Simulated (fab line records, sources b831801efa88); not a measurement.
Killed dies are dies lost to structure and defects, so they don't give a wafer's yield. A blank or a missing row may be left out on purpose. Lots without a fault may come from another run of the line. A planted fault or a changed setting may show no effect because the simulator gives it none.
A struck lot beside a sound one | flow sky130 | 32 steps out of a route of 708
Sound: wafers L428.2, L428.4, L428.6. Struck: wafers L440.3, L440.5. (L440.4 of the same lot was not struck and is left out.) The cause comes at the end.
At each step with rows: each side's tool, then ch and its chambers, then its first start. Under that, the readings that differ: sound wafers | struck wafers | difference of the means | sigmas: that difference in standard deviations of wafers without a fault.
alike: readings whose means differ by less than 2 such deviations, and words and numbers that are the same on both sides. not compared: withheld readings, readings that some wafer has no value for, bounds like >300 that may hide the same value, and numbers for which the record gives no deviation and whose values overlap.
The two part at a step that has a row with sigmas, a row that says differs or no value, or rows on one side only. Numbers that don't overlap but have no deviation are shown without sigmas and don't part them. A reading that every wafer of one side lacks parts them only if that side has two wafers or more.

SKY_CAP2M_THK_MEAS_01:
  sound on film_metro-02, day 41 20:04; struck on film_metro-01, day 45 07:30
  reading               | sound             | struck      | difference | sigmas
  CAP2M_CVD_00_THK (nm) | 15.30 15.60 15.41 | 15.72 15.97 | +0.41      | +2
SKY_CAP2M_SPUTTER_02: material TiN, target thk 200 nm, time 166.7 s.
  sound on pvd_sputter-02, day 41 20:07; struck on pvd_sputter-03, day 45 07:32
  alike: chamber_pressure_pa, throttle_valve_pct
SKY_CAP2M_RS_MEAS_03: measures by four-point-probe.
  sound on film_metro-02, day 41 20:15; struck on film_metro-01, day 45 07:41
  alike: CAP2M_TIN_RS
SKY_CAP2M_THK_MEAS_04: measures by xrf.
  sound on film_metro-02, day 41 20:22; struck on film_metro-01, day 45 07:47
  alike: CAP2M_TIN_THK
then, 7 steps without rows for these wafers: SKY_CAP2M_DEHYDRATE_05 (time 60 s); SKY_CAP2M_HMDS_06 (prime time 60 s); SKY_CAP2M_COAT_07 (resist thk 1140 nm); SKY_CAP2M_SOFTBAKE_08 (time 60 s); SKY_CAP2M_EXPOSE_09 (exposes mask CAP2M, target cd 1000 nm); SKY_CAP2M_PEB_10; SKY_CAP2M_DEVELOP_11 (develop time 60 s).
SKY_CAP2M_OVL_MEAS_12:
  sound on overlay-02, day 42 19:34; struck on overlay-02, day 46 05:20
  alike: CAP2M_OVL
SKY_CAP2M_METAL_ETCH_13: etches TiN in Cl2/BCl3, stops on SiO2, target depth 220 nm, time 62.9 s.
  sound on rie_metal-02 ch 1, day 42 19:37; struck on rie_metal-02 ch 0, day 46 05:23
  reading                                    | sound             | struck      | difference | sigmas
  model.NOVOLAK_of_CAP2M_COAT_07.thk_nm (nm) | 988.5 989.2 989   | 943.6 947.3 | -43.4      |
  model.SiO2_of_CAP2M_CVD_00.thk_nm (nm)     | 15.27 15.64 15.45 | 8.698 8.953 | -6.628     |
  model.CAP2M.feature_depth_nm (nm)          | 199.3 200.6 199.7 | 205.3 207.1 | +6.3       |
  alike: chamber_pressure_mTorr, drypump_motor_current_A, oes_product_au, throttle_valve_pct
  not compared: rf_hours_counter_h
SKY_CAP2M_STRIP_14: strips in O2/N2.
  sound on plasma_asher-02 ch 0,1, day 42 19:45; struck on plasma_asher-04 ch 1, day 46 05:29
  reading                      | sound             | struck      | difference | sigmas
  strip_time_to_endpoint_s (s) | 12.61 12.59 12.60 | 12.08 12.12 | -0.50      | -11
  alike: chamber_pressure_mTorr, drypump_motor_current_A, oes_product_au
  not compared: rf_hours_counter_h
then, 11 steps without rows for these wafers: SKY_CAP2M_STRIP_15 (strips in post etch residue remover, time 1200 s); SKY_CAP2M_CLEAN_16 (cleans in IPA, time 180 s); SKY_CAP2M_CLEAN_17 (cleans in O3/DIW); SKY_METAL4_DEHYDRATE_05 (time 60 s); SKY_METAL4_HMDS_06 (prime time 60 s); SKY_METAL4_COAT_07 (resist thk 60 nm); SKY_METAL4_COAT_08 (resist thk 1140 nm); SKY_METAL4_SOFTBAKE_09 (time 90 s); SKY_METAL4_EXPOSE_10 (exposes mask MM4, target cd 300 nm); SKY_METAL4_PEB_11; SKY_METAL4_DEVELOP_12 (develop time 60 s).
SKY_METAL4_CD_MEAS_13: target cd 300 nm.
  sound on cd_sem-02, day 43 18:46; struck on cd_sem-02, day 47 02:13
  alike: cd_nm
SKY_METAL4_OVL_MEAS_14:
  sound on overlay-02, day 43 18:52; struck on overlay-02, day 47 02:19
  alike: METAL4_OVL
SKY_METAL4_DESCUM_15: chemistry O2, time 8 s.
  sound on rie_metal-04 ch 1, day 43 18:54; struck on rie_metal-04 ch 0,1, day 47 02:21
  reading               | sound             | struck      | difference | sigmas
  oes_product_au (a.u.) | 0.990 0.984 0.985 | 0.998 1.016 | +0.021     | +2
  alike: chamber_pressure_mTorr, drypump_motor_current_A
  not compared: rf_hours_counter_h
SKY_METAL4_ETCH_16: etches BARC in N2/H2, stops on SiO2, time 88.2 s, target depth 60 nm.
  sound on rie_metal-04 ch 1, day 43 18:59; struck on rie_metal-04 ch 0,1, day 47 02:24
  alike: chamber_pressure_mTorr, drypump_motor_current_A, h2_flow_sccm, oes_product_au, throttle_valve_pct
  not compared: rf_hours_counter_h
SKY_METAL4_ETCH_17: etches SiO2 in C4F8/O2/Ar, stops on TiN, time 3.9 s, target depth 15 nm.
  sound on rie_diel-04 ch 1,2,3, day 43 19:09; struck on rie_diel-04 ch 3, day 47 02:28
  reading                  | sound             | struck      | difference | sigmas
  oes_product_au (a.u.)    | 0.749 0.767 0.752 | 0.590 0.594 | -0.164     | -25
  model.etch.depth_nm (nm) | 15.27 15.64 15.45 | 8.698 8.953 | -6.628     |
  alike: chamber_pressure_mTorr
  not compared: rf_hours_counter_h
SKY_METAL4_METAL_ETCH_18: etches the open film in Cl2/BCl3, stops on SiO2, target depth 845 nm, time 183.1 s.
  sound on rie_metal-03 ch 1, day 43 19:10; struck on rie_metal-03 ch 0,1, day 47 02:33
  alike: chamber_pressure_mTorr, drypump_motor_current_A, oes_product_au, throttle_valve_pct
  not compared: rf_hours_counter_h
-- the record jumps here: 3 days lie between the struck wafers' starts before and after (it left off in module METAL4 and takes up again in module PAD_OPEN, whose first step shown is number 708 of the route) --
SKY_PAD_OPEN_PROBE_99:
  sound on prober-02, day 47 14:00; struck on prober-02, day 50 07:06
  reading                               | sound                | struck        | difference | sigmas
  model.etest.cap_mim2.bv_v (V)         | 13.3 13.75 13.57     | 12.1 12.53    | -1.2       |
  model.etest.cap_mim2.leak_log10_a_cm2 | -8.898 -8.878 -8.908 | -8.019 -8.248 | +0.761     |
  alike: defect_limited_yield, killed_at_M0_to_M3, killed_at_M4_up, killed_at_contacts, killed_at_front_end, killed_at_other, killed_dies, killed_open, killed_short, sort_bin_3_pad_short, sort_bin_5_function, sort_bin_6_memory, sort_n_pass, sort_yield_pct

WHERE THEY PART
First at SKY_CAP2M_THK_MEAS_01; last, within this record, at SKY_METAL4_ETCH_17. Later steps at which nothing parts them and some readings are alike: SKY_METAL4_METAL_ETCH_18, SKY_PAD_OPEN_PROBE_99.

WHY: what the simulator had put in
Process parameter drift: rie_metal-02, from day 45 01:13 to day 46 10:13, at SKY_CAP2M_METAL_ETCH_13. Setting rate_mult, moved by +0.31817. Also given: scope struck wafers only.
